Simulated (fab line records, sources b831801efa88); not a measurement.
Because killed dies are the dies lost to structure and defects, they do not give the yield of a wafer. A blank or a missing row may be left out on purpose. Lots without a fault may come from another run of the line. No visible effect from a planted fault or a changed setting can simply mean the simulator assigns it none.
A lot that was struck, set against a sound lot ; flow sky130 ; 16 out of 708 route steps
Sound: wafers L120.2, L120.4, L120.6. Wafers L117.1, L117.4, L117.5 were the ones struck. At the end, the cause is stated.
Each step with rows lists, per side, the tool, then ch with its chambers, then its first start. Under that, the readings that differ: sound wafers ; struck wafers ; difference of the means ; sigmas: that difference in standard deviations of wafers without a fault.
alike: a reading whose means differ by less than 2 such deviations, as well as words and numbers matching on both sides. not compared: withheld readings; readings where some wafer has no value; bounds like >300 that might hide an equal value; numbers whose values overlap and for which the record gives no deviation.
The two part at a step that has a row with sigmas, a row that says differs or no value, or rows on one side only. Numbers that don't overlap but have no deviation are shown without sigmas and don't part them. A reading missing from all wafers of one side parts the sides only when that side holds two or more wafers.

SKY_LDD_HVP_TW_MEAS_10:
  sound: film-metro-01 at day 27 10:08; struck: film-metro-03 at day 26 13:25
  alike: LDD_HVP_TW
then, 7 steps without rows for these wafers: SKY_LDD_LDN_DEHYDRATE_00 (time 60 s); SKY_LDD_LDN_HMDS_01 (prime time 60 s); SKY_LDD_LDN_COAT_02 (resist thk 1140 nm); SKY_LDD_LDN_SOFTBAKE_03 (time 60 s); SKY_LDD_LDN_EXPOSE_04 (exposes mask LDNTM, target cd 700 nm); SKY_LDD_LDN_PEB_05; SKY_LDD_LDN_DEVELOP_06 (develop time 60 s).
SKY_LDD_LDN_OVL_MEAS_07:
  sound: overlay-02 at day 28 14:32; struck: overlay-01 at day 27 17:59
  alike: LDD_LDN_OVL
then, 3 steps without rows for these wafers: SKY_LDD_LDN_IMPLANT_08; SKY_LDD_LDN_IMPLANT_09; SKY_LDD_LDN_IMPLANT_10.
SKY_LDD_LDN_IMPLANT_11:
  sound on implanter-01 ch 0, day 28 15:02; struck on implanter-03 ch 0, day 27 18:28
reading;sound;struck;difference;sigmas
dose-ions-cm2;1.2509e+13 1.2484e+13 1.2507e+13;7.488e+12 7.498e+12 7.488e+12;-5.009e+12;-99 or more
faraday-current-uA;72.9 71.3 69.0;41.1 43.6 42.0;-28.8;-19
SKY_LDD_LDN_STRIP_12: strips in O2/N2.
  sound on plasma-asher-01 ch 0,1, day 28 15:10; struck on plasma-asher-03 ch 0,1, day 27 18:37
  alike: drypump-motor-current-A, oes-product-au, strip-time-to-endpoint-s
  not compared: rf-hours-counter-h
SKY_LDD_LDN_TW_MEAS_13:
  sound: film-metro-03 at day 28 15:17; struck: film-metro-03 at day 27 18:56
reading;sound;struck;difference;sigmas
LDD_LDN_TW;1467 1464 1469;1415 1413 1412;-53;-4
  not compared: hold
-- record jumps: 21 days separate the struck wafers' starts on either side; left off in module LDD_LDN, taken up again in module PAD_OPEN, whose first shown step is the route's number 708 --
SKY_PAD_OPEN_PROBE_99:
  sound: prober-02 at day 49 17:06; struck: prober-01 at day 49 02:20
reading;sound;struck;difference;sigmas
model.etest.tip-sonos.rs-ohm-sq;2553 2539 2533;2832 2793 2783;+261;
  alike: killed_at_M0_to_M3, killed_at_M4_up, killed-at-contacts, killed-at-front-end, killed-at-other, killed-dies, killed-open, killed-short

WHERE THEY PART
Earliest at SKY_LDD_LDN_IMPLANT_11; latest, in this record, at SKY_LDD_LDN_TW_MEAS_13. Later steps at which nothing parts them and some readings are alike: SKY_PAD_OPEN_PROBE_99.

WHY: what had been put in by the simulator
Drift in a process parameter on implanter-03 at SKY_LDD_LDN_IMPLANT_11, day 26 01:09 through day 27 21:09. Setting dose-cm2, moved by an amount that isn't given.
